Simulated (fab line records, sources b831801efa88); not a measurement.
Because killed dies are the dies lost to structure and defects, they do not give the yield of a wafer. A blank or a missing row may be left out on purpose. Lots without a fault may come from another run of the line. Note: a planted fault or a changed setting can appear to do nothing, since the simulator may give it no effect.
A lot that was struck, set against a sound lot + flow sky130 + 14 steps out of a route of 708
Sound: the wafers L125.2, L125.4, L125.5. Struck: wafers L131.2, L131.3, L131.6. The cause is given at the end.
Each step with rows lists, per side, the tool, then ch with its chambers, then its first start. Under that, the readings that differ: sound wafers + struck wafers + difference of the means + sigmas: that difference in standard deviations of wafers without a fault.
alike: a reading whose means differ by less than 2 such deviations, as well as words and numbers matching on both sides. not compared: withheld readings; readings where some wafer has no value; bounds like >300 that might hide an equal value; numbers whose values overlap and for which the record gives no deviation.
A row with sigmas, a row that says differs or no value, or rows on one side alone: a step with any of these is where the two part. When numbers do not overlap yet have no deviation, they are printed without sigmas and do not part them. Lack of a reading on every wafer of one side parts them only where that side has two or more wafers.

SKY_FIELD_ISO_ETCH_14: etches BARC in N2/H2, stops on SiO2, time 45.9 s, target depth 60 nm.
  sound on rie_diel-04 ch 0,1, day 3 07:53; struck on rie_diel-01 ch 0,2,3, day 4 14:29
  alike: drypump_motor_current_A, h2_flow_sccm, oes_product_au, throttle_valve_pct
  not compared: rf_hours_counter_h
SKY_FIELD_ISO_ETCH_15: etches the open film in CHF3/O2, stops on Si, target depth 180 nm, time 72 s.
  sound on rie_diel-04 ch 0,1, day 3 07:56; struck on rie_diel-01 ch 0,2,3, day 4 14:31
  alike: drypump_motor_current_A, oes_product_au, throttle_valve_pct
  not compared: rf_hours_counter_h
SKY_FIELD_ISO_STRIP_16: strips in O2/N2.
  sound on plasma_asher-02 ch 0, day 3 07:59; struck on plasma_asher-04 ch 0, day 4 14:35
  alike: drypump_motor_current_A, oes_product_au, strip_time_to_endpoint_s
  not compared: rf_hours_counter_h
SKY_FIELD_ISO_ETCH_17: etches Si in HBr/Cl2/O2, target depth 342 nm, time 97.7 s.
  sound on rie_si-01 ch 0,3, day 3 08:05; struck on rie_si-02 ch 0,1,3, day 4 14:41
  alike: HBr_flow_sccm, drypump_motor_current_A, oes_product_au, throttle_valve_pct
  not compared: rf_hours_counter_h
then, 5 steps without rows for these wafers: SKY_FIELD_ISO_WET_ETCH_18 (etches Si3N4 in H3PO4, target depth 25 nm, time 286 s); SKY_FIELD_ISO_CLEAN_19 (cleans in SC1/SC2, time 150 s); SKY_FIELD_ISO_CLEAN_20 (cleans in dHF, time 20 s); SKY_FIELD_ISO_WET_ETCH_21 (etches SiO2 in dHF, target depth 20 nm, time 400 s); SKY_FIELD_ISO_OXIDATION_22 (stabilise 600 s, purge 300 s, target thk 10 nm).
SKY_FIELD_ISO_THK_MEAS_23:
  sound on film_metro-03, day 3 09:49; struck on film_metro-01, day 4 16:53
  alike: FIELD_ISO_OXIDATION_01_THK
then, 1 step without rows for these wafers: SKY_FIELD_ISO_CVD_24 (deposits SiO2, target thk 595 nm, time 99.2 s).
SKY_FIELD_ISO_THK_MEAS_25:
  sound on film_metro-03, day 3 09:57; struck on film_metro-01, day 4 17:01
  alike: FIELD_ISO_CVD_24_THK
SKY_FIELD_ISO_ANNEAL_26: time 1800 s.
  sound on furnace-02 ch 0, day 3 11:20; struck on furnace-01, day 4 17:04
  no value came back on the struck wafers for any of 5 readings (spike_tc_bottom_C (C), spike_tc_centre_C (C) and others); on the sound wafers spike_tc_bottom_C (C) reads 1017.5 1018.2 1019.9
SKY_FIELD_ISO_CMP_27: polishes, stops on Si3N4, t overpolish 16 s, target thk 457.8 nm.
  sound on cmp-01 ch 0,1,2, day 3 12:56; struck on cmp-01 ch 0,1,2, day 4 18:37
  alike: motor_current_A, overpolish_run_s, slurry_filter_dp_kPa, time_to_endpoint_s

== WHERE THEY PART ==
Only at SKY_FIELD_ISO_ANNEAL_26, within this record. Later steps at which nothing parts them and some readings are alike: SKY_FIELD_ISO_CMP_27.

WHY: whatever the simulator had introduced
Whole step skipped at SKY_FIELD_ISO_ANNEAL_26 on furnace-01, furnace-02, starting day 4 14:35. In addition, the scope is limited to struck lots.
